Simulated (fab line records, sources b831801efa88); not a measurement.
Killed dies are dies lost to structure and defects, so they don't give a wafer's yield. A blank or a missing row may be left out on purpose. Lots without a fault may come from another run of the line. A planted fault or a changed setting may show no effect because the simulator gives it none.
Chamber matching | flow gf180mcu | GF_V5_ETCH_16 on rie_diel-01: 4 sister chambers
The step etches BARC in N2/H2. 8 wafers are shown with their chamber, then 11 later ones without.

WAFERS WITH THEIR CHAMBER
wafer  | chamber | drypump_motor_current_A (A) | throttle_valve_pct (%)
L081.5 | 2       | 5.2                         | 13.220
L083.2 | 1       | 5.8                         | 13.222
L085.1 | 2       | 5.2                         | 13.249
L085.3 | 1       | 5.8                         | 13.225
L087.2 | 0       | 6.6                         | 13.222
L087.3 | 3       | 5.0                         | 13.227
L087.6 | 3       | 5.0                         | 13.227
L093.4 | 0       | 6.5                         | 13.231

WAFERS WITHOUT THEIR CHAMBER
wafer  | drypump_motor_current_A (A) | throttle_valve_pct (%)
L093.5 | 5.1                         | 13.213
L093.6 | 5.8                         | 13.223
L094.2 | 6.5                         | 13.233
L094.4 | 5.8                         | 13.237
L094.6 | 5.0                         | 13.231
L095.1 | 5.0                         | 13.229
L095.3 | 5.2                         | 13.211
L095.6 | 5.1                         | 13.227
L097.1 | 5.8                         | 13.227
L097.2 | 5.0                         | 13.229
L097.6 | 5.2                         | 13.209

WHICH CHAMBER EACH WENT THROUGH
wafer  | from the rows above     | in truth
L093.5 | can't be placed: 3 or 2 | 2
L093.6 | 1                       | 1
L094.2 | 0                       | 0
L094.4 | 1                       | 1
L094.6 | 3                       | 3
L095.1 | 3                       | 3
L095.3 | 2                       | 2
L095.6 | can't be placed: 3 or 2 | 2
L097.1 | 1                       | 1
L097.2 | 3                       | 3
L097.6 | 2                       | 2
Placed correctly: 9 of 11. Can't be placed from these rows: 2 (the true chamber is among the candidates in 2). Placed wrongly: 0.
How it was worked out, from the rows above alone: a wafer's distance from a chamber is the root of the sum, over the readings, of the square of ((its reading less the chamber's mean) divided by the reading's scatter). The wafer belongs to the nearest chamber; if the next one is less than 2 further off, it can't be placed. A chamber's mean is the mean of its shown wafers. The scatter: the root of (the sum of the squares of (reading less its chamber's mean) over the shown wafers, divided by (wafers less chambers)).
